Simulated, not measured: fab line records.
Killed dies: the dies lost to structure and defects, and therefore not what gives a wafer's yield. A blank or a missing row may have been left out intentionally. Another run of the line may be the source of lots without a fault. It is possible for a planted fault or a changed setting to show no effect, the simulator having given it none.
fab line records | flow sfqLine
record: lots: 15 wafers: 43 lastDay: 83
route steps=325 shown L0@5 L0V@24 M0@38 I1@74
lots untouched by any fault: they come from a run of this same line in which no faults occurred
startH: start of the lot's first displayed wafer, in hours after the record's first day | waitH: hours since the lot's step before | " repeats the value in the row above | L1.1+2: several wafers, shown together as one row | - value missing, or start not given | * or withheld: withheld | < > ~ a bound
route shown NAME@n: NAME is a module with steps in the file, n the number in the route of the first one | usual: average and standard deviation across the fault-free wafers | same: alike in all rows | chamber/n: place in a boat | sites: per-site readings | _std_site: the values' standard deviation | _edge_site: inner sites' mean taken away from outer sites' mean | radiusMm: for every site, how far away it sits from the centre of the wafer | mask NAME#n: copy n | behind: tool/chamber where the wafer was last shaped | hold: cause of the lot's hold/its duration in hours/its outcome | device: the n, p or np transistor that did not switch | end of line: the tests these same wafers got at the end of their route | step lacking rows: just its recipe | killed: the dies lost at the first sort to structure and to defects; this is not the yield of the wafer | map: per-die view of a wafer (x killed, . not killed, _ where there is no die)
set.NAME: setting as actually run; set.NAME@STEP: the setting as run at that earlier step | model.NAME: the simulator's own value behind a step, which no gauge read
one table for each step of the route and one row for each wafer, over a sample of lots
services: from which hour (startH, from the record's first day; less than 0 if before it) a tool's chamber was out of use, for how many hours, and why
== steps ==
step: SFQ_L0_THK_MEAS_902
recipe: thkMeasGauge: xrf reads: MoNx_KI_of_TRILAYER_L0_DEP_SPUTTER_003
usual: L0_MONX_KI_THK: 39.7/0.56
columns lot.wafer tool chamber startH waitH L0_MONX_KI_THK[nm]
L450.1 filmMetro-02 - 12.68 0.1 39.6
L450.4 " - " " 39.6
L450.6 " - " " 40.0
L451.1 filmMetro-04 - 17.68 0.1 40.4
L451.5 " - " " 40.4
L451.6 " - " " 39.5
L452.2 filmMetro-02 - 22.69 0.1 39.6
L452.3 " - " " 38.9
L452.6 " - " " 39.1
L454.1 filmMetro-02 - 32.68 0.1 39.8
L454.2 " - " " 39.6
L454.5 " - " " 39.7
L455.1 filmMetro-04 - 37.68 0.1 40.7
L455.2 " - " " 39.6
L455.6 " - " " 39.9
L457.1 filmMetro-02 - 47.68 0.1 40.5
L457.4 " - " " 39.8
L457.5 " - " " 39.7
L458.2 filmMetro-01 - 52.69 0.1 38.9
L458.5 " - " " 39.2
L458.6 " - " " 39.0
L459.1 filmMetro-01 - 57.68 0.1 40.5
L459.2 " - " " 40.4
L459.6 " - " " 40.0
L460.2 filmMetro-01 - 62.69 0.1 39.5
L460.5 " - " " 38.9
L460.6 " - " " 39.2
L461.1 filmMetro-01 - 67.68 0.1 40.3
L461.3 " - " " 40.1
L462.1 filmMetro-01 - 72.68 0.1 39.8
L462.3 " - " " 39.5
L469.1 filmMetro-04 - 107.68 0.1 40.3
L469.4 " - " " 40.7
L469.6 " - " " 40.4
L471.3 filmMetro-04 - 117.70 0.1 39.1
L471.4 " - " " 39.9
L471.5 " - " " 39.4
L472.2 filmMetro-01 - 122.69 0.1 38.9
L472.4 " - " " 39.9
L472.6 " - " " 38.4
L473.1 filmMetro-04 - 127.69 0.1 39.8
L473.3 " - " " 39.1
L473.5 " - " " 38.8
step: SFQ_TRILAYER_L0_VIA_BARC_OPEN_VIA_ETCH_021
recipe: maskMaterial: PR chemistry: O2 targetDepthNm: 125 target: BARC sourceW: 500 biasW: 80 pressureMtorr: 30 timeS: 41.7
usual: chamberPressureMTorr: 29.996/0.029 drypumpMotorCurrentA: 5.8/0.35 oesProductAu: 0.685/0.0047
columns lot.wafer tool chamber startH waitH chamberPressureMTorr drypumpMotorCurrentA oesProductAu rfHoursCounterH
L450.1 rieDiel-01 3 154.66 0.0 30.002 5.9 0.684 20
L450.4 " 2 " " 30.036 6.0 0.683 126
L450.6 " 2 " " 29.962 6.0 0.691 -
L451.1 rieDiel-04 3 163.06 0.0 30.037 5.6 0.682 103
L451.5 " 2 " " 30.004 6.1 0.689 -
L451.6 " 3 " " 30.038 5.6 0.680 -
L452.2 rieDiel-03 3 171.46 0.0 29.985 5.3 0.691 85
L452.3 " 0 " " 29.999 5.3 0.682 131
L452.6 " 0 " " 29.986 5.3 0.693 -
L454.1 rieDiel-01 1 187.93 0.0 29.960 5.4 0.682 53
L454.2 " 2 " " 30.012 6.0 0.683 127
L454.5 " 1 " " 29.966 5.4 0.685 -
L455.1 rieDiel-01 0 191.53 0.0 29.971 6.0 0.683 132
L455.2 " 3 " " 29.987 5.9 0.682 21
L455.6 " 2 " " 29.998 6.0 0.689 -
L457.1 rieDiel-01 3 213.36 0.0 30.049 5.9 0.693 21
L457.4 " 1 " " 29.990 5.4 0.686 -
L457.5 " 3 " " 29.986 5.9 0.686 -
L458.2 rieDiel-01 0 221.76 0.0 29.986 6.0 0.682 132
L458.5 " 1 " " 30.047 5.4 0.684 -
L458.6 " 0 " " 29.995 6.0 0.679 -
L459.1 rieDiel-01 1 225.36 0.0 30.028 5.4 0.686 54
L459.2 " 3 " " 30.020 5.9 0.676 21
L459.6 " 3 " " 30.015 5.9 0.691 -
L460.2 rieDiel-04 2 231.36 0.0 29.974 6.0 0.674 30
L460.5 " 3 " " 29.980 5.6 0.686 -
L460.6 " 2 " " 29.964 6.0 0.685 -
L461.1 rieDiel-04 0 238.56 0.0 29.989 5.1 0.687 45
L461.3 " 3 " " 30.006 5.6 0.676 104
L462.1 rieDiel-01 3 246.62 0.0 29.998 5.9 0.683 21
L462.3 " 1 " " 29.993 5.4 0.682 54
L469.1 rieDiel-03 3 297.52 0.0 29.999 5.2 0.688 87
L469.4 " 2 " " 30.022 5.7 0.680 -
L469.6 " 3 " " 29.969 5.3 0.693 -
L471.3 rieDiel-01 2 312.63 0.0 29.968 6.1 0.687 128
L471.4 " 2 " " 29.979 6.0 0.691 -
L471.5 " 3 " " 29.969 6.0 0.690 -
L472.2 rieDiel-04 3 319.83 0.0 30.020 5.6 0.678 105
L472.4 " 1 " " 30.053 6.0 0.685 -
L472.6 " 2 " " 30.032 6.1 0.687 -
L473.1 rieDiel-01 3 327.03 0.0 29.994 5.9 0.680 23
L473.3 " 0 " " 29.997 6.0 0.700 0
L473.5 " 0 " " 29.970 6.0 0.687 -
step: SFQ_M0_OVL_MEAS_906
usual: M0_OVL: -6/6.9
columns lot.wafer tool chamber startH waitH M0_OVL[nm]
L450.1 overlay-02 - 257.39 0.1 -3
L450.4 " - " " -11
L450.6 " - " " -7
L451.1 overlay-02 - 266.34 0.1 -7
L451.5 " - " " -5
L451.6 " - " " -5
L452.2 overlay-01 - 271.15 0.1 -18
L452.3 " - " " -10
L452.6 " - " " -21
L454.1 overlay-02 - 288.61 0.1 4
L454.2 " - " " -9
L454.5 " - " " 3
L455.1 overlay-02 - 292.69 0.1 -10
L455.2 " - " " -8
L455.6 " - " " -4
L457.1 overlay-02 - 308.99 0.1 -5
L457.4 " - " " -13
L457.5 " - " " -8
L458.2 overlay-02 - 318.60 0.1 -2
L458.5 " - " " -11
L458.6 " - " " 3
L459.1 overlay-02 - 323.39 0.1 -6
L459.2 " - " " 1
L459.6 " - " " -2
L460.2 overlay-01 - 332.05 0.1 -20
L460.5 " - " " -20
L460.6 " - " " -17
L461.1 overlay-01 - 346.45 0.1 -11
L461.3 " - " " -15
L462.1 overlay-01 - 358.45 0.1 2
L462.3 " - " " 0
L469.1 overlay-02 - 433.21 0.1 2
L469.4 " - " " -4
L469.6 " - " " 3
L471.3 overlay-02 - 450.02 0.1 -4
L471.4 " - " " 0
L471.5 " - " " 3
L472.2 overlay-01 - 458.54 0.1 -9
L472.4 " - " " -14
L472.6 " - " " -8
L473.1 overlay-02 - 468.13 0.1 -7
L473.3 " - " " -9
L473.5 " - " " -8
step: SFQ_TRILAYER_I1_CMP_CMP_046
recipe: material: SiO2 downForcePsi: 3 platenRpm: 60 padVelocityMS: 0.94248
usual: headPressurePsi: 3.000/0.0059 motorCurrentA: 9.4/0.84 slurryFlowMlMin: 150.0/0.43 timeToEndpointS: 213/8.6
columns lot.wafer tool chamber startH waitH headPressurePsi motorCurrentA slurryFlowMlMin timeToEndpointS
L450.1 cmp-02 3 506.94 0.6 3.005 9.4 149.7 214
L450.4 " 1 507.94 1.5 3.010 9.7 150.0 220
L450.6 " 2 " " 2.999 8.7 150.4 223
L451.1 cmp-02 0 547.25 2.4 2.997 8.6 150.3 206
L451.6 " 3 548.75 3.8 3.001 9.3 149.8 203
L451.5 " 0 " " 2.996 8.8 150.1 212
L452.2 cmp-02 3 556.25 1.1 2.992 9.4 150.0 208
L452.3 " 0 " " 2.999 8.8 149.2 223
L452.6 " 3 558.25 3.0 2.990 9.7 149.4 209
L454.2 cmp-02 1 583.30 0.5 3.001 10.1 150.8 209
L454.1 " 2 " " 3.004 8.2 150.2 218
L454.5 " 1 585.30 2.5 3.000 9.7 150.6 219
L455.1 cmp-01 0 590.63 0.5 3.003 9.8 150.4 209
L455.2 " 1 " " 3.004 8.9 149.6 218
L455.6 " 3 592.13 2.0 3.002 10.9 150.4 224
L457.4 cmp-01 1 615.06 4.5 3.001 8.5 150.1 221
L457.1 " 2 " " 2.996 9.6 150.6 212
L457.5 " 0 616.56 6.0 3.002 9.7 149.7 214
L458.2 cmp-01 0 620.63 0.5 3.009 9.3 150.3 204
L458.5 " 3 622.13 2.0 3.000 10.9 150.3 220
L458.6 " 0 " " 3.007 9.5 149.5 215
L459.1 cmp-01 1 629.15 0.5 3.014 8.8 149.8 210
L459.2 " 3 630.15 1.5 2.996 10.7 149.8 280
L459.6 " 0 " " 3.007 9.6 150.3 207
L460.2 cmp-02 0 636.45 0.6 2.988 9.1 150.5 213
L460.6 " 0 638.45 2.6 2.986 8.6 150.5 214
L460.5 " 1 " " 3.007 9.6 150.2 205
L461.3 cmp-01 1 647.85 0.0 2.993 8.3 149.9 292
L461.1 " 0 649.35 1.5 3.006 9.3 149.2 214
L462.1 cmp-01 1 660.35 5.3 2.998 8.8 149.7 210
L462.3 " 3 661.35 6.3 3.001 10.6 150.5 280
L469.4 cmp-02 2 756.24 0.0 2.991 8.5 150.3 214
L469.1 " 3 " " 3.000 10.1 150.0 200
L469.6 " 3 758.74 2.5 3.003 9.7 149.7 207
L471.4 cmp-01 0 774.02 3.4 3.012 9.6 149.5 220
L471.3 " 1 " " 3.003 8.3 149.7 207
L471.5 " 2 " " 3.004 9.8 149.7 209
L472.2 cmp-02 3 783.74 8.4 2.991 9.3 150.0 209
L472.4 " 1 784.74 9.3 2.996 10.1 150.6 219
L472.6 " 2 " " 2.987 8.0 149.2 217
L473.3 cmp-02 2 792.74 11.3 3.014 8.6 149.7 222
L473.1 " 0 793.74 12.3 3.000 8.6 149.6 217
L473.5 " 2 794.74 13.3 3.010 8.0 149.5 223
step: SFQ_I1_BOW_MEAS_912
recipe: mode: bow
usual: I1_BOW: 2/8.3
columns lot.wafer tool chamber startH waitH I1_BOW[um]
L450.1 filmMetro-04 - 509.44 2.0 9
L450.4 " - " " 3
L450.6 " - " " 3
L451.1 filmMetro-01 - 549.75 2.0 16
L451.5 " - " " 20
L451.6 " - " " 9
L452.2 filmMetro-01 - 558.77 2.0 -10
L452.3 " - " " -9
L452.6 " - " " -23
L454.1 filmMetro-02 - 585.80 1.5 17
L454.2 " - " " -5
L454.5 " - " " 8
L455.1 filmMetro-01 - 593.13 2.0 7
L455.2 " - " " 4
L455.6 " - " " 5
L457.1 filmMetro-02 - 617.06 1.0 -5
L457.4 " - " " -7
L457.5 " - " " -3
L458.2 filmMetro-02 - 623.15 2.0 14
L458.5 " - " " 5
L458.6 " - " " 11
L459.1 filmMetro-04 - 631.65 2.0 -3
L459.2 " - " " -3
L459.6 " - " " -7
L459.1 filmMetro-04 - 632.97 1.3 -
L459.2 " - " " -
L459.6 " - " " -
L460.2 filmMetro-02 - 639.47 2.5 -5
L460.5 " - " " -1
L460.6 " - " " -4
L461.1 filmMetro-01 - 650.85 1.0 -2
L461.3 " - " " 9
L461.1 filmMetro-01 - 652.17 1.3 -
L461.3 " - " " -
L462.1 filmMetro-01 - 662.85 2.0 2
L462.3 " - " " 7
L462.1 filmMetro-01 - 664.17 1.3 -
L462.3 " - " " -
L469.1 filmMetro-02 - 759.24 2.0 7
L469.4 " - " " 11
L469.6 " - " " -2
L471.3 filmMetro-04 - 776.06 1.0 -20
L471.4 " - " " -7
L471.5 " - " " -4
L472.2 filmMetro-01 - 786.26 2.0 6
L472.4 " - " " -3
L472.6 " - " " -7
L473.1 filmMetro-01 - 795.24 1.0 5
L473.3 " - " " 6
L473.5 " - " " 2
step: SFQ_TRILAYER_I1_METRO_MEASURE_047
usual: thkNm: 199.7/1.2
columns lot.wafer tool chamber startH waitH thkNm
L450.1 filmMetro-04 - 509.56 0.1 198.5
L450.4 " - " " 200.6
L450.6 " - " " 200.4
L451.1 filmMetro-01 - 549.87 0.1 200.2
L451.5 " - " " 200.4
L451.6 " - " " 196.7
L452.2 filmMetro-01 - 559.07 0.3 199.6
L452.3 " - " " 200.8
L452.6 " - " " 197.9
L454.1 filmMetro-02 - 585.92 0.1 201.0
L454.2 " - " " 201.0
L454.5 " - " " 200.0
L455.1 filmMetro-01 - 593.25 0.1 200.0
L455.2 " - " " 198.7
L455.6 " - " " 200.0
L457.1 filmMetro-02 - 617.18 0.1 201.2
L457.4 " - " " 200.7
L457.5 " - " " 199.7
L458.2 filmMetro-02 - 623.45 0.3 200.1
L458.5 " - " " 202.5
L458.6 " - " " 200.9
L459.1 filmMetro-04 - 637.77 4.8 200.0
L459.2 " - " " 306.9
L459.6 " - " " 200.3
L459.1 filmMetro-04 - 639.14 1.2 200.0
L459.2 " - " " 306.6
L459.6 " - " " 200.4
L460.2 filmMetro-02 - 639.77 0.3 198.3
L460.5 " - " " 198.0
L460.6 " - " " 198.2
L461.1 filmMetro-01 - 656.10 3.9 200.5
L461.3 " - " " 309.9
L461.1 filmMetro-01 - 657.46 1.2 200.4
L461.3 " - " " 309.8
L462.1 filmMetro-01 - 665.28 1.1 200.0
L462.3 " - " " 307.4
L462.1 filmMetro-01 - 667.17 1.7 199.8
L462.3 " - " " 307.0
L469.1 filmMetro-02 - 759.36 0.1 198.3
L469.4 " - " " 198.8
L469.6 " - " " 197.6
L471.3 filmMetro-04 - 776.54 0.5 199.8
L471.4 " - " " 199.9
L471.5 " - " " 199.7
L472.2 filmMetro-01 - 786.56 0.3 200.0
L472.4 " - " " 200.4
L472.6 " - " " 200.7
L473.1 filmMetro-01 - 795.36 0.1 201.7
L473.3 " - " " 200.2
L473.5 " - " " 200.0
step: SFQ_TRILAYER_I1_VIA_ETCH_VIA_ETCH_052
recipe: target: SiO2 stopOn: Nb maskMaterial: PR taperDeg: 20 chemistry: CHF3 targetDepthNm: 260 sourceW: 500 biasW: 80 pressureMtorr: 30 timeS: withheld
usual: chamberPressureMTorr: 30.001/0.027 drypumpMotorCurrentA: 5.6/0.4 oesProductAu: 0.854/0.0055
columns lot.wafer tool chamber startH waitH chamberPressureMTorr drypumpMotorCurrentA oesProductAu
L450.1 rieDiel-02 0 513.09 0.0 29.978 5.7 0.858
L450.4 " 1 " " 30.052 5.1 0.855
L450.6 " 2 " " 29.967 5.0 0.862
L451.1 rieDiel-02 2 563.23 0.0 29.996 5.0 0.844
L451.5 " 3 " " 30.021 5.9 0.854
L451.6 " 2 " " 30.024 5.0 0.840
L452.2 rieDiel-02 1 565.63 0.0 29.940 5.1 0.854
L452.3 " 3 " " 30.000 6.0 0.860
L452.6 " 2 " " 30.003 5.1 0.844
L454.1 rieDiel-04 0 589.58 0.0 29.977 5.1 0.863
L454.2 " 2 " " 30.028 6.1 0.858
L454.5 " 0 " " 29.973 5.1 0.861
L455.1 rieDiel-01 3 596.78 0.0 29.970 5.9 0.857
L455.2 " 0 " " 30.042 6.0 0.854
L455.6 " 3 " " 30.023 5.9 0.853
L457.1 rieDiel-02 0 621.52 0.0 29.991 5.7 0.866
L457.4 " 1 " " 29.979 5.1 0.853
L457.5 " 0 " " 29.994 5.7 0.861
L458.2 rieDiel-04 0 628.59 0.0 29.975 5.1 0.853
L458.5 " 3 " " 29.985 5.6 0.862
L458.6 " 0 " " 30.014 5.1 0.856
L460.2 rieDiel-02 3 643.83 0.0 29.988 6.0 0.847
L460.5 " 3 " " 29.998 6.0 0.857
L460.6 " 2 " " 29.965 5.0 0.850
L459.1 rieDiel-04 1 647.01 0.0 29.993 6.0 0.850
L459.2 " 3 " " 30.021 5.6 0.990
L459.6 " 0 " " 30.008 5.2 0.865
L461.1 rieDiel-02 2 663.81 0.0 30.003 5.0 0.856
L461.3 " 0 " " 30.017 5.7 1.015
L462.1 rieDiel-01 1 678.14 0.0 29.980 5.4 0.851
L462.3 " 0 " " 29.995 6.0 1.015
L469.1 rieDiel-02 2 794.38 0.0 30.037 5.0 0.841
L469.4 " 2 " " 30.035 5.1 0.843
L469.6 " 0 " " 30.073 5.7 0.853
L471.3 rieDiel-04 1 796.78 0.0 29.977 6.0 0.857
L471.4 " 3 " " 29.988 5.6 0.851
L471.5 " 3 " " 30.001 5.6 0.849
L472.2 rieDiel-02 0 797.98 0.0 29.966 5.7 0.848
L472.4 " 0 " " 29.995 5.7 0.855
L472.6 " 2 " " 29.998 5.0 0.858
L473.1 rieDiel-01 0 799.18 0.0 29.955 6.0 0.858
L473.3 " 1 " " 29.944 5.4 0.856
L473.5 " 3 " " 29.974 6.0 0.865
== services ==
columns tool chamber startH hours kind
cmp-02 - 160.47 0.5 repair
rieDiel-01 0 203.65 8.6 repair
rieDiel-01 2 206.35 21.2 repair
rieDiel-01 - 292.60 0.1 repair
rieDiel-01 3 336.58 8.8 repair
cmp-02 - 342.12 5.2 pm
rieDiel-01 2 374.45 10.8 repair
cmp-02 - 394.68 1.3 repair
cmp-02 - 407.06 4.0 pm
cmp-02 - 474.58 0.4 repair
rieDiel-01 0 512.66 3.9 repair
cmp-02 - 521.63 2.2 repair
rieDiel-01 - 559.22 2.8 pm
cmp-02 - 605.83 1.8 repair
rieDiel-01 - 606.65 1.0 repair
rieDiel-01 - 607.66 14.6 pm
rieDiel-01 - 622.26 28.1 pm
rieDiel-01 2 663.64 7.9 repair
rieDiel-01 1 668.14 3.9 repair
rieDiel-01 0 703.03 15.7 repair
rieDiel-01 1 717.36 2.7 repair
rieDiel-01 1 756.14 7.2 repair
rieDiel-01 1 763.43 4.1 repair
rieDiel-01 1 783.36 9.6 repair
== key ==
firstSign: step: SFQ_TRILAYER_I1_CMP_CMP_046 reading: timeToEndpointS direction: up sigmas: 8.2 usual: * struck: *
effect: step: SFQ_I1_BOW_MEAS_912 reading: visit direction: added
effect: step: SFQ_TRILAYER_I1_METRO_MEASURE_047 reading: visit direction: added
effect: step: SFQ_TRILAYER_I1_METRO_MEASURE_047 reading: thkNm direction: up sigmas: 87 usual: 199.7 struck: 308.1
effect: step: SFQ_TRILAYER_I1_VIA_ETCH_VIA_ETCH_052 reading: oesProductAu direction: up sigmas: 28 usual: 0.854 struck: 1.007
metAt SFQ_TRILAYER_I1_CMP_CMP_046
struckLots L459,L461,L462
struckWafers L459.2,L461.3,L462.3
notActingAt SFQ_L0_THK_MEAS_902,SFQ_TRILAYER_L0_VIA_BARC_OPEN_VIA_ETCH_021,SFQ_M0_OVL_MEAS_906
onsetBetween 620.63 629.15
fault: kind: processParameterDrift tool: cmp-01 chamber: - onsetH: 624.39 steps: SFQ_TRILAYER_I1_CMP_CMP_046 channel: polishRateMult offset: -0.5 shape: step endH: 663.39 scope: struckWafersOnly
